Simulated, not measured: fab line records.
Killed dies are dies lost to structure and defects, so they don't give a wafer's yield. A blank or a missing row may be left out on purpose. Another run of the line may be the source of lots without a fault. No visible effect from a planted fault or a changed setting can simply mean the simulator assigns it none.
A struck lot beside a sound one / flow sky130 / 22 steps out of a route of 708
Sound: wafers L828.1, L828.2, L828.4. Struck: wafers L831.1, L831.3, L831.6. The cause comes at the end.
At each step with rows: each side's tool, then ch and its chambers, then its first start. Under that, the readings that differ: sound wafers / struck wafers / difference of the means / sigmas: that difference in standard deviations of wafers without a fault.
alike: words and numbers the same on both sides, and readings whose means are apart by under 2 such deviations; not compared: readings that were withheld, readings missing a value for some wafer, numbers with overlapping values and no deviation given by the record, and bounds like >300 which may hide the same value.
A row with sigmas, a row that says differs or no value, or rows on one side alone: a step with any of these is where the two part. Numbers that have no deviation but don't overlap get no sigmas and don't part them. A reading missing from all wafers of one side parts the sides only when that side holds two or more wafers.

first, 1 step without rows for these wafers: SKY_CAPM_DEVELOP_11 (develop time 60 s).
SKY_CAPM_OVL_MEAS_12:
  sound: overlay-01 at day 40 15:37; struck: overlay-01 at day 41 17:01
  alike: CAPM_OVL
SKY_CAPM_METAL_ETCH_13: etches TiN in Cl2/BCl3, stops on SiO2, target depth 220 nm, time 62.9 s.
  sound on rie_metal-02 ch 0,1, day 40 15:39; struck on rie_metal-01 ch 0,1, day 41 17:03
  alike: drypump_motor_current_A, he_backside_leak_sccm, mfc_cl2_sccm, oes_product_au, throttle_valve_pct
  not compared: rf_hours_counter_h
SKY_CAPM_STRIP_14: strips in O2/N2.
  sound on plasma_asher-02 ch 0,1, day 40 15:44; struck on plasma_asher-04 ch 0,1, day 41 17:08
reading=strip_time_to_endpoint_s (s); sound=12.65 12.69 12.68; struck=12.53 12.60 12.59; difference=-0.10; sigmas=-2
  alike: drypump_motor_current_A, oes_product_au
  not compared: rf_hours_counter_h
then, 8 steps without rows for these wafers: SKY_CAPM_STRIP_15 (strips in post etch residue remover, time 1200 s); SKY_CAPM_CLEAN_16 (cleans in IPA, time 180 s); SKY_CAPM_CLEAN_17 (cleans in O3/DIW); SKY_METAL3_DEHYDRATE_05 (time 60 s); SKY_METAL3_HMDS_06 (prime time 60 s); SKY_METAL3_COAT_07 (resist thk 60 nm); SKY_METAL3_COAT_08 (resist thk 1140 nm); SKY_METAL3_SOFTBAKE_09 (time 90 s).
SKY_METAL3_EXPOSE_10: exposes mask MM3, target cd 300 nm.
  sound on krf_scanner-01 ch 0, day 41 04:52; struck on krf_scanner-02 ch 0, day 42 06:13
  alike: mask, exposure_dose_mJ_cm2, focus_offset_nm
then, 2 steps without rows for these wafers: SKY_METAL3_PEB_11; SKY_METAL3_DEVELOP_12 (develop time 60 s).
SKY_METAL3_CD_MEAS_13: target cd 300 nm.
  sound: cd_sem-02 at day 41 16:10; struck: cd_sem-01 at day 42 17:28
reading=cd_nm (nm); sound=300.9 301.4 300.7; struck=253.2 259.7 251.5; difference=-46.2; sigmas=-33
SKY_METAL3_OVL_MEAS_14:
  sound: overlay-01 at day 41 16:17; struck: overlay-02 at day 42 17:35
  alike: METAL3_OVL
SKY_METAL3_DESCUM_15: chemistry O2, time 8 s.
  sound on rie_metal-01 ch 0,1, day 41 16:20; struck on rie_metal-01 ch 0,1, day 42 17:38
reading=model.METAL3.cd_nm (nm); sound=300.9 301.1 300.8; struck=252.8 259.6 251; difference=-46.5; sigmas=
  alike: drypump_motor_current_A, he_backside_leak_sccm, oes_product_au
  not compared: rf_hours_counter_h
SKY_METAL3_ETCH_16: etches BARC in N2/H2, stops on SiO2, time 88.2 s, target depth 60 nm.
  sound on rie_metal-01 ch 0,1, day 41 16:22; struck on rie_metal-01 ch 0,1, day 42 17:40
  alike: drypump_motor_current_A, he_backside_leak_sccm, oes_product_au, throttle_valve_pct
  not compared: rf_hours_counter_h
SKY_METAL3_ETCH_17: etches SiO2 in C4F8/O2/Ar, stops on TiN, time 3.9 s, target depth 15 nm.
  sound on rie_diel-03 ch 0,2,3, day 41 16:28; struck on rie_diel-02 ch 0,1,3, day 42 17:46
  alike: oes_product_au
  not compared: rf_hours_counter_h
SKY_METAL3_METAL_ETCH_18: etches the open film in Cl2/BCl3, stops on SiO2, target depth 845 nm, time 183.1 s.
  sound on rie_metal-02 ch 0,1, day 41 16:29; struck on rie_metal-02 ch 0,1, day 42 17:47
reading=model.METAL3.cd_nm (nm); sound=302.5 300.8 303.9; struck=260.8 259.5 256.2; difference=-43.6; sigmas=
  alike: drypump_motor_current_A, he_backside_leak_sccm, mfc_cl2_sccm, oes_product_au, throttle_valve_pct
  not compared: rf_hours_counter_h
SKY_METAL3_STRIP_19: strips in O2/N2.
  sound on plasma_asher-03 ch 0,1, day 41 16:40; struck on plasma_asher-03 ch 1, day 42 17:58
  alike: drypump_motor_current_A, oes_product_au, strip_time_to_endpoint_s
  not compared: rf_hours_counter_h

== WHERE THEY PART ==
First at SKY_CAPM_STRIP_14; last, within this record, at SKY_METAL3_CD_MEAS_13. Later steps at which nothing parts them and some readings are alike: SKY_METAL3_OVL_MEAS_14, SKY_METAL3_DESCUM_15, SKY_METAL3_ETCH_16, SKY_METAL3_ETCH_17, SKY_METAL3_METAL_ETCH_18, SKY_METAL3_STRIP_19.

WHY: what the simulator had put in
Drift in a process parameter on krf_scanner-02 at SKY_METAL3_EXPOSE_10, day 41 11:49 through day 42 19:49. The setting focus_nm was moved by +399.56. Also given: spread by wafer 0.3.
